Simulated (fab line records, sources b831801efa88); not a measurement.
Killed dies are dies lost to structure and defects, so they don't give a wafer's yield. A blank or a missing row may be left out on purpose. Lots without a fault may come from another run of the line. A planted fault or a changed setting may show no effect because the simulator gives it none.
Which tool did it? | flow gf180mcu | 13 lots, 39 wafers sampled, at 5 steps of a route of 602

WHAT THE GAUGES READ, wafer by wafer
GF_HV_LDD_THK_MEAS_57.
lot  | measured     | on            | HV_LDD_CVD_56_THK (nm)
L919 | day 12 12:06 | film_metro-04 | 91.6 91.4 91.6
L920 | day 12 20:38 | film_metro-03 | 89.1 89.4 89.9
L921 | day 13 04:52 | film_metro-01 | 90.0 90.0 90.3
L922 | day 13 12:53 | film_metro-03 | 90.4 90.3 90.8
L923 | day 13 17:34 | film_metro-03 | 90.2 89.3 90.8
L930 | day 16 04:14 | film_metro-03 | 91.3 91.2 90.9
L931 | day 16 15:01 | film_metro-03 | 91.3 90.4 91.2
L933 | day 16 23:23 | film_metro-04 | 91.7 90.7 90.3
L935 | day 18 04:34 | film_metro-03 | 90.7 89.9 90.5
L936 | day 18 11:00 | film_metro-03 | 91.8 90.9 91.3
L939 | day 19 10:31 | film_metro-03 | 90.0 90.9 90.9
L940 | day 19 18:10 | film_metro-01 | 90.2 90.7 90.3
L942 | day 20 05:08 | film_metro-03 | 91.4 91.2 91.2

GF_CONTACT_CD_MEAS_14: target cd 220 nm.
lot  | measured     | on        | cd_nm (nm)
L919 | day 15 23:25 | cd_sem-01 | 219.3 219.9 220.2
L920 | day 16 09:10 | cd_sem-01 | 219.1 220.0 218.2
L921 | day 16 18:43 | cd_sem-02 | 216.5 219.1 218.1
L922 | day 17 04:35 | cd_sem-01 | 219.7 220.7 220.3
L923 | day 17 08:41 | cd_sem-02 | 216.1 218.1 218.4
L930 | day 20 04:12 | cd_sem-02 | 231.4 230.5 231.6
L931 | day 20 14:07 | cd_sem-02 | 228.6 229.0 228.4
L933 | day 21 01:22 | cd_sem-02 | 219.3 219.1 220.1
L935 | day 22 07:15 | cd_sem-02 | 219.4 221.0 219.5
L936 | day 22 13:02 | cd_sem-02 | 222.4 222.0 220.4
L939 | day 23 10:14 | cd_sem-01 | 219.8 218.9 220.4
L940 | day 23 19:20 | cd_sem-01 | 219.8 219.4 218.9
L942 | day 24 03:33 | cd_sem-02 | 221.5 221.9 221.0

GF_M1_THK_MEAS_06: measures by xrf.
lot  | measured     | on            | M1_ALCU_THK (nm)
L919 | day 16 01:04 | film_metro-01 | 458 458 454
L920 | day 16 10:49 | film_metro-04 | 453 445 452
L921 | day 16 20:20 | film_metro-02 | 454 451 449
L922 | day 17 06:12 | film_metro-02 | 458 457 452
L923 | day 17 10:19 | film_metro-01 | 451 457 453
L930 | day 20 05:51 | film_metro-01 | 448 449 450
L931 | day 20 15:44 | film_metro-01 | 453 450 455
L933 | day 21 03:04 | film_metro-04 | 444 443 447
L935 | day 22 08:54 | film_metro-04 | 461 464 463
L936 | day 22 14:41 | film_metro-01 | 457 460 462
L939 | day 23 11:53 | film_metro-02 | 453 449 455
L940 | day 23 21:05 | film_metro-01 | 454 452 456
L942 | day 24 05:10 | film_metro-02 | 454 450 452

WHICH TOOL RAN EACH LOT (tool, then ch and the chambers of the sampled wafers, then the start)
lot  | GF_POLY_GATE_ETCH_12               | GF_CONTACT_EXPOSE_11
L919 | rie_diel-02 ch 0,2,3, day 9 05:04  | krf_scanner-02 ch 0, day 15 12:55
L920 | rie_diel-02 ch 1,3, day 9 11:52    | krf_scanner-02 ch 0, day 15 22:04
L921 | rie_diel-03 ch 0,1,3, day 9 19:18  | krf_scanner-02 ch 0, day 16 07:47
L922 | rie_diel-03 ch 1,3, day 10 03:03   | krf_scanner-01 ch 0, day 16 17:01
L923 | rie_diel-04 ch 2,3, day 10 06:03   | krf_scanner-01 ch 0, day 16 21:37
L930 | rie_diel-02 ch 1,3, day 12 12:04   | krf_scanner-02 ch 0, day 19 16:31
L931 | rie_diel-03 ch 2,3, day 12 21:13   | krf_scanner-02 ch 0, day 20 02:31
L933 | rie_diel-04 ch 0,2,3, day 13 04:22 | krf_scanner-01 ch 0, day 20 13:43
L935 | rie_diel-04 ch 0,1,2, day 14 01:49 | krf_scanner-01 ch 0, day 21 19:24
L936 | rie_diel-04 ch 0,1,2, day 14 10:13 | krf_scanner-01 ch 0, day 22 00:57
L939 | rie_diel-02 ch 0,1,3, day 15 07:51 | krf_scanner-01 ch 0, day 22 23:28
L940 | rie_diel-04 ch 0,2, day 15 16:34   | krf_scanner-01 ch 0, day 23 07:46
L942 | rie_diel-04 ch 2,3, day 16 00:45   | krf_scanner-01 ch 0, day 23 16:55
- GF_POLY_GATE_ETCH_12: etches BARC in N2/H2.
- GF_CONTACT_EXPOSE_11: exposes mask Contact, target cd 220 nm.

WHAT THE TOOLS THEMSELVES READ (means of the sampled wafers that have a number; where no wafer has one, the mark that the record gives instead)
GF_POLY_GATE_ETCH_12.
lot  | tool        | drypump_motor_current_A (A) | n2_flow_sccm (sccm) | oes_product_au (a.u.) | throttle_valve_pct (%)
L919 | rie_diel-02 | 6.1                         | 100.09              | 0.736                 | 13.213
L920 | rie_diel-02 | 5.6                         | 100.07              | 0.740                 | 13.211
L921 | rie_diel-03 | 5.3                         | 100.05              | 0.739                 | 13.213
L922 | rie_diel-03 | 5.3                         | 99.81               | 0.734                 | 13.209
L923 | rie_diel-04 | 6.3                         | 99.70               | 0.737                 | 13.228
L930 | rie_diel-02 | 5.6                         | 99.87               | 0.736                 | 13.218
L931 | rie_diel-03 | 5.1                         | 100.11              | 0.735                 | 13.221
L933 | rie_diel-04 | 6.2                         | 99.91               | 0.731                 | 13.217
L935 | rie_diel-04 | 6.2                         | 100.24              | 0.732                 | 13.212
L936 | rie_diel-04 | 6.2                         | 100.06              | 0.733                 | 13.211
L939 | rie_diel-02 | 5.8                         | 100.00              | 0.735                 | 13.195
L940 | rie_diel-04 | 6.4                         | 100.13              | 0.737                 | 13.207
L942 | rie_diel-04 | 6.3                         | 99.79               | 0.740                 | 13.210

GF_CONTACT_EXPOSE_11.
lot  | tool           | exposure_dose_mJ_cm2
L919 | krf_scanner-02 | 37.93
L920 | krf_scanner-02 | 37.95
L921 | krf_scanner-02 | 37.93
L922 | krf_scanner-01 | 37.97
L923 | krf_scanner-01 | 38.02
L930 | krf_scanner-02 | 40.18
L931 | krf_scanner-02 | 40.16
L933 | krf_scanner-01 | 37.99
L935 | krf_scanner-01 | 38.00
L936 | krf_scanner-01 | 37.95
L939 | krf_scanner-01 | 37.96
L940 | krf_scanner-01 | 37.98
L942 | krf_scanner-01 | 37.92

THE ANSWER, worked out from the rows above alone
Rule: what is usual is taken from the lots themselves. Put in order of their means at a reading, lots are off if they are a third of the lots or fewer, leave a main group of 4 or more, and stand apart from it by a gap of 3 or more times the standard deviation of the main group's means; of several such gaps the widest counts. A main group whose means are all the same, to the digits that the tables above print for the reading, isn't used. A lot without any number at a reading at which 4 lots or more have one is off too. The other lots that the step has rows for count as sound. The gauges are gone through in route order, then the tools' own readings, and for those a lot's mean is taken as printed above. The first step at which some lot is off is used, and at that step the reading that is off furthest; a lot without a number counts as furthest.
Off: L930, L931, at GF_CONTACT_CD_MEAS_14 (cd_nm). The main group: mean 219.7 nm, standard deviation 1.2.
A tool fits if, at a process step before that reading, it ran every lot that is off, and no sound lot after the first of them. The gauges at GF_CONTACT_CD_MEAS_14 aren't tried: what is off there is off at GF_CONTACT_EXPOSE_11 too, on other tools, and a gauge's error can't cause that. One fits: krf_scanner-02 at GF_CONTACT_EXPOSE_11. Its last sound lot is L921 (day 16 07:47), its first lot that is off L930 (day 19 16:31): a fault that began between those two fits.
The tool's own readings at GF_CONTACT_EXPOSE_11 bear it out: on the lots that are off they differ by more than 5 times the standard deviation of the sound lots' means. exposure_dose_mJ_cm2 reads 40.17 there against 37.96 on the sound lots.

WHAT THE SIMULATOR HAD PUT IN
Process parameter drift: krf_scanner-02, from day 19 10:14 on, at GF_CONTACT_EXPOSE_11. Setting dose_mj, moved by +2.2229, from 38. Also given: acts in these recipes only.
Lots struck among those shown: L930, L931. The rule above found the same.
